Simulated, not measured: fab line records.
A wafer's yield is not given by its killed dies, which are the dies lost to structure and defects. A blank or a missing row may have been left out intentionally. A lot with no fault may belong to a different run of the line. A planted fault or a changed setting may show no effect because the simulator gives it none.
fab line records -- flow sky130
[record] lots = 13, wafers = 39, last-day = 50
route steps=708 shown FIELD_ISO@26 VT_ADJUST_NCORE@127 VT_ADJUST_HVTR@137 SPACER@306
lots that met no fault: from a run of the same line without faults
start-h: start of the lot's first displayed wafer, in hours after the record's first day -- wait-h: hours elapsed since this lot's preceding step -- " same as the row above -- L1.1+2: one row covering several wafers at once -- - no value present, or no start provided -- * or withheld: withheld -- < > ~ a bound
route shown NAME@n: names a module that has steps shown in the file, with the first one's number in the route -- usual: mean/standard deviation of fault-free wafers -- same: alike in all rows -- chamber/n: place in a boat -- sites: each site's reading -- _std_site: the values' standard deviation -- _edge_site: mean of outer sites minus mean of inner sites -- radius-mm: how far each site lies from the wafer's centre -- mask NAME#n: copy n -- behind: tool/chamber where the wafer was last shaped -- hold: what put the lot on hold/how long, in hours/how the hold closed -- device: whichever transistor did not switch (one of n, p or np) -- end of line: tests of these same wafers at the route's end -- where a step has no rows: the recipe by itself -- killed: not the wafer's yield, but the dies lost to structure and defects at the first sort -- map: a wafer's dies, marking killed ones x, the rest . and places with no die _
set.NAME: setting as actually run; set.NAME@STEP: the setting as run at that earlier step -- model.NAME: the simulator's own value behind a step, which no gauge read
route steps across a sampled set of lots; one table per step, one row per wafer
services: from which hour (start-h, from the record's first day; less than 0 if before it) a tool's chamber was out of use, for how many hours, and why
[[steps]]
[step SKY_FIELD_ISO_THK_MEAS_25]
[recipe] reads = SiO2_of_FIELD_ISO_CVD_24
[usual] FIELD_ISO_CVD_24_THK = 597/6.8
lot.wafer,tool,chamber,start-h,wait-h,FIELD_ISO_CVD_24_THK[nm]
L988.2,film-metro-01,-,32.61,0.1,600
L988.4,film-metro-01,-,32.61,0.1,604
L988.5,film-metro-01,-,32.61,0.1,595
L989.2,film-metro-01,-,38.20,0.1,596
L989.5,film-metro-01,-,38.20,0.1,602
L989.6,film-metro-01,-,38.20,0.1,594
L990.2,film-metro-04,-,41.09,0.0,602
L990.4,film-metro-04,-,41.09,0.0,596
L990.5,film-metro-04,-,41.09,0.0,601
L991.2,film-metro-04,-,45.51,0.0,595
L991.3,film-metro-04,-,45.51,0.0,594
L991.5,film-metro-04,-,45.51,0.0,601
L992.2,film-metro-04,-,52.62,0.0,591
L992.4,film-metro-04,-,52.62,0.0,593
L992.6,film-metro-04,-,52.62,0.0,590
L993.1,film-metro-03,-,57.54,0.0,591
L993.3,film-metro-03,-,57.54,0.0,594
L993.6,film-metro-03,-,57.54,0.0,596
L100.2,film-metro-03,-,97.58,0.0,601
L100.5,film-metro-03,-,97.58,0.0,600
L100.6,film-metro-03,-,97.58,0.0,603
L101.2,film-metro-03,-,101.63,0.0,601
L101.4,film-metro-03,-,101.63,0.0,590
L101.5,film-metro-03,-,101.63,0.0,605
L102.1,film-metro-04,-,104.30,0.0,602
L102.5,film-metro-04,-,104.30,0.0,609
L102.6,film-metro-04,-,104.30,0.0,613
L105.1,film-metro-03,-,125.08,0.0,597
L105.3,film-metro-03,-,125.08,0.0,596
L105.4,film-metro-03,-,125.08,0.0,593
L106.3,film-metro-03,-,127.96,0.1,604
L106.4,film-metro-03,-,127.96,0.1,602
L106.5,film-metro-03,-,127.96,0.1,588
L110.2,film-metro-03,-,148.73,0.0,596
L110.3,film-metro-03,-,148.73,0.0,602
L110.4,film-metro-03,-,148.73,0.0,591
L111.1,film-metro-01,-,149.94,0.0,583
L111.3,film-metro-01,-,149.94,0.0,584
L111.5,film-metro-01,-,149.94,0.0,585
[step SKY_VT_ADJUST_NCORE_OVL_MEAS_08]
[usual] VT_ADJUST_NCORE_OVL = -0.2/1.5
lot.wafer,tool,chamber,start-h,wait-h,VT_ADJUST_NCORE_OVL[nm]
L988.2,overlay-01,-,184.36,0.1,-1.2
L988.4,overlay-01,-,184.36,0.1,0.6
L988.5,overlay-01,-,184.36,0.1,0.2
L989.2,overlay-02,-,190.49,0.1,2.2
L989.5,overlay-02,-,190.49,0.1,1.7
L989.6,overlay-02,-,190.49,0.1,2.3
L990.2,overlay-02,-,192.04,0.1,1.3
L990.4,overlay-02,-,192.04,0.1,0.4
L990.5,overlay-02,-,192.04,0.1,0.3
L991.2,overlay-01,-,202.18,0.1,0.3
L991.3,overlay-01,-,202.18,0.1,-1.3
L991.5,overlay-01,-,202.18,0.1,-0.4
L992.2,overlay-02,-,209.36,0.1,-0.2
L992.4,overlay-02,-,209.36,0.1,1.9
L992.6,overlay-02,-,209.36,0.1,1.4
L993.1,overlay-02,-,213.37,0.1,-2.8
L993.3,overlay-02,-,213.37,0.1,-2.7
L993.6,overlay-02,-,213.37,0.1,-3.8
L100.2,overlay-01,-,274.37,0.1,-0.7
L100.5,overlay-01,-,274.37,0.1,-0.3
L100.6,overlay-01,-,274.37,0.1,-0.2
L101.2,overlay-01,-,279.40,0.1,0.5
L101.4,overlay-01,-,279.40,0.1,-0.2
L101.5,overlay-01,-,279.40,0.1,-1.3
L102.1,overlay-01,-,281.25,0.1,0.8
L102.5,overlay-01,-,281.25,0.1,1.0
L102.6,overlay-01,-,281.25,0.1,0.5
L105.1,overlay-01,-,309.28,0.1,1.0
L105.3,overlay-01,-,309.28,0.1,0.4
L105.4,overlay-01,-,309.28,0.1,0.7
L106.3,overlay-02,-,317.33,0.1,-2.0
L106.4,overlay-02,-,317.33,0.1,0.3
L106.5,overlay-02,-,317.33,0.1,0.1
L110.2,overlay-02,-,340.40,0.1,-0.8
L110.3,overlay-02,-,340.40,0.1,-0.7
L110.4,overlay-02,-,340.40,0.1,-1.9
L111.1,overlay-01,-,345.03,0.1,0.2
L111.3,overlay-01,-,345.03,0.1,-2.0
L111.5,overlay-01,-,345.03,0.1,0.0
[step SKY_VT_ADJUST_HVTR_DEVELOP_06]
[recipe] develop-time-s = 60, dev-temp-c = 23
lot.wafer,tool,chamber,start-h,wait-h
L988.2+4+5,litho-track-01,0,205.78,0.1
L989.2+5+6,litho-track-04,0,212.35,0.1
L990.2+4+5,litho-track-01,0,213.73,0.1
L991.2+3+5,litho-track-04,0,224.15,0.1
L992.2+4+6,litho-track-03,0,231.96,0.1
L993.1+3+6,litho-track-04,0,236.18,0.1
L100.2+5+6,litho-track-01,0,298.58,0.1
L101.2+4+5,litho-track-01,0,304.58,0.1
L102.1+5+6,litho-track-04,0,306.58,0.1
L105.1+3+4,litho-track-04,0,335.08,0.1
L106.3+4+5,litho-track-04,0,343.63,0.1
L110.2+3+4,litho-track-04,0,368.15,0.1
L111.1+3+5,litho-track-03,0,372.08,0.1
[step SKY_VT_ADJUST_HVTR_CD_MEAS_07]
[recipe] target-cd-nm = 380
[usual] cd-nm = 379.8/2.4
lot.wafer,tool,chamber,start-h,wait-h,cd-nm
L988.2,cd-sem-02,-,205.93,0.1,383.3
L988.4,cd-sem-02,-,205.93,0.1,380.0
L988.5,cd-sem-02,-,205.93,0.1,381.2
L989.2,cd-sem-02,-,212.50,0.1,375.6
L989.5,cd-sem-02,-,212.50,0.1,377.5
L989.6,cd-sem-02,-,212.50,0.1,378.9
L990.2,cd-sem-01,-,213.88,0.1,378.9
L990.4,cd-sem-01,-,213.88,0.1,379.4
L990.5,cd-sem-01,-,213.88,0.1,380.7
L991.2,cd-sem-02,-,224.30,0.1,376.2
L991.3,cd-sem-02,-,224.30,0.1,377.1
L991.5,cd-sem-02,-,224.30,0.1,377.5
L992.2,cd-sem-01,-,232.11,0.1,380.7
L992.4,cd-sem-01,-,232.11,0.1,380.3
L992.6,cd-sem-01,-,232.11,0.1,381.2
L993.1,cd-sem-02,-,236.33,0.1,382.0
L993.3,cd-sem-02,-,236.33,0.1,381.6
L993.6,cd-sem-02,-,236.33,0.1,381.0
L100.2,cd-sem-02,-,298.73,0.1,259.6
L100.5,cd-sem-02,-,298.73,0.1,261.5
L100.6,cd-sem-02,-,298.73,0.1,257.7
L101.2,cd-sem-02,-,304.73,0.1,263.0
L101.4,cd-sem-02,-,304.73,0.1,261.7
L101.5,cd-sem-02,-,304.73,0.1,263.3
L102.1,cd-sem-01,-,306.73,0.1,379.7
L102.5,cd-sem-01,-,306.73,0.1,380.9
L102.6,cd-sem-01,-,306.73,0.1,380.8
L105.1,cd-sem-02,-,335.23,0.1,382.0
L105.3,cd-sem-02,-,335.23,0.1,380.6
L105.4,cd-sem-02,-,335.23,0.1,383.4
L106.3,cd-sem-01,-,343.77,0.1,382.9
L106.4,cd-sem-01,-,343.77,0.1,380.5
L106.5,cd-sem-01,-,343.77,0.1,382.5
L110.2,cd-sem-02,-,368.30,0.1,379.7
L110.3,cd-sem-02,-,368.30,0.1,382.3
L110.4,cd-sem-02,-,368.30,0.1,382.0
L111.1,cd-sem-01,-,372.23,0.1,377.4
L111.3,cd-sem-01,-,372.23,0.1,380.1
L111.5,cd-sem-01,-,372.23,0.1,378.0
[step SKY_SPACER_ETCHBACK_02]
[recipe] chemistry = CH3F/O2, target = Si3N4, stop-on = SiO2, source-w = 400, bias-w = 80, pressure-mtorr = 25, ch3f-flow-sccm = 40, O2_flow_sccm = 30, time-s = 46.7, target-depth-a = 450
[usual] drypump-motor-current-A = 5.3/0.41, oes-product-au = 0.854/0.0064, throttle-valve-pct = 10.561/0.0095
lot.wafer,tool,chamber,start-h,wait-h,drypump-motor-current-A,oes-product-au,rf-hours-counter-h,throttle-valve-pct
L988.2,rie-diel-04,3,529.77,0.0,6.0,0.868,2,10.555
L988.4,rie-diel-04,2,529.77,0.0,4.9,0.861,16,10.557
L988.5,rie-diel-04,3,529.77,0.0,6.0,0.864,-,10.560
L990.2,rie-diel-01,0,541.66,0.0,5.8,0.856,19,10.557
L990.4,rie-diel-01,2,541.66,0.0,4.8,0.846,31,10.573
L990.5,rie-diel-01,0,541.66,0.0,5.8,0.854,-,10.548
L989.2,rie-diel-04,0,543.91,0.0,5.4,0.860,41,10.554
L989.5,rie-diel-04,3,543.91,0.0,6.0,0.855,-,10.552
L989.6,rie-diel-04,2,543.91,0.0,4.9,0.855,-,10.571
L991.2,rie-diel-04,3,551.46,0.0,6.0,0.856,3,10.568
L991.3,rie-diel-04,1,551.46,0.0,4.9,0.849,56,10.575
L991.5,rie-diel-04,0,551.46,0.0,5.4,0.863,-,10.573
L992.2,rie-diel-04,2,565.33,0.0,4.9,0.862,17,10.572
L992.4,rie-diel-04,0,565.33,0.0,5.4,0.862,41,10.553
L992.6,rie-diel-04,2,565.33,0.0,4.9,0.862,-,10.550
L993.1,rie-diel-01,1,565.33,0.1,5.6,0.857,18,10.562
L993.3,rie-diel-01,2,565.33,0.1,4.8,0.852,-,10.563
L993.6,rie-diel-01,2,565.33,0.1,4.8,0.854,-,10.563
L100.2,rie-diel-04,1,647.31,0.0,4.9,0.850,58,10.558
L100.5,rie-diel-04,0,647.31,0.0,5.4,0.844,-,10.585
L100.6,rie-diel-04,3,647.31,0.0,5.9,0.843,-,10.558
L102.1,rie-diel-03,1,659.42,0.1,5.2,0.863,6,10.551
L102.5,rie-diel-03,0,659.42,0.1,5.8,0.861,-,10.553
L102.6,rie-diel-03,3,659.42,0.1,5.1,0.856,-,10.561
L101.2,rie-diel-01,2,660.62,0.0,4.8,0.842,35,10.555
L101.4,rie-diel-01,0,660.62,0.0,5.8,0.850,22,10.566
L101.5,rie-diel-01,3,660.62,0.0,5.5,0.843,-,10.565
L105.1,rie-diel-04,1,685.42,0.1,5.0,0.858,0,10.551
L105.3,rie-diel-04,2,685.42,0.1,4.9,0.851,20,10.571
L105.4,rie-diel-04,0,685.42,0.1,5.4,0.862,44,10.573
L106.3,rie-diel-04,0,697.81,0.0,5.4,0.852,44,10.560
L106.4,rie-diel-04,3,697.81,0.0,5.9,0.856,6,10.554
L106.5,rie-diel-04,2,697.81,0.0,4.9,0.862,-,10.541
L110.2,rie-diel-01,0,718.52,0.0,5.8,0.858,23,10.546
L110.3,rie-diel-01,3,718.52,0.0,5.5,0.845,4,10.566
L110.4,rie-diel-01,2,718.52,0.0,4.8,0.856,36,10.559
L111.1,rie-diel-04,0,718.52,0.1,5.4,0.850,45,10.547
L111.3,rie-diel-04,3,718.52,0.1,6.0,0.846,7,10.561
L111.5,rie-diel-04,2,718.52,0.1,4.9,0.843,-,10.559
[[services]]
tool,chamber,start-h,hours,kind
rie-diel-03,-,191.81,2.8,pm
rie-diel-01,-,232.38,0.3,repair
rie-diel-03,2,262.60,1.9,repair
rie-diel-03,-,278.57,0.4,repair
rie-diel-03,-,287.34,0.9,repair
rie-diel-01,-,306.95,28.1,pm
rie-diel-03,0,329.63,3.9,repair
rie-diel-01,-,352.45,2.2,repair
rie-diel-04,-,403.34,14.6,pm
rie-diel-04,2,429.45,7.3,repair
rie-diel-01,1,481.52,1.5,repair
rie-diel-03,3,512.33,4.1,repair
rie-diel-01,3,551.03,62.2,repair
rie-diel-01,0,553.52,1.7,repair
rie-diel-01,0,565.22,18.6,repair
rie-diel-01,-,591.88,2.8,pm
rie-diel-01,0,596.37,19.9,repair
rie-diel-04,3,601.82,2.9,repair
rie-diel-04,2,611.03,12.8,repair
rie-diel-04,1,614.39,7.8,repair
rie-diel-03,-,624.14,14.6,pm
rie-diel-01,0,624.56,4.1,repair
rie-diel-04,-,656.46,0.5,repair
rie-diel-04,-,691.91,0.3,repair
[[key]]
[first-sign] step = SKY_VT_ADJUST_HVTR_CD_MEAS_07, reading = cd-nm, direction = down, sigmas = 50, usual = 379.8, struck = 261.1
effect none on later readings
met-at SKY_VT_ADJUST_HVTR_DEVELOP_06
struck-lots L100,L101
tester-left-out L100,L101
not-acting-at SKY_FIELD_ISO_THK_MEAS_25,SKY_VT_ADJUST_NCORE_OVL_MEAS_08,SKY_SPACER_ETCHBACK_02
onset-between 213.73 298.58
[fault] kind = process-parameter-drift, tool = litho-track-01, chamber = -, onset-h = 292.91, steps = SKY_VT_ADJUST_HVTR_DEVELOP_06, channel = develop-time-s, offset = *, shape = step, end-h = 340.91, acts-in = *, stated = *
// tester-left-out: of these lots the tester's yield and bins aren't shown, on N5 and GAA mostly nor the transistor test; their killed dies are dies lost to structure and defects alone, not to doping, threshold or leakage, so they don't give the yield
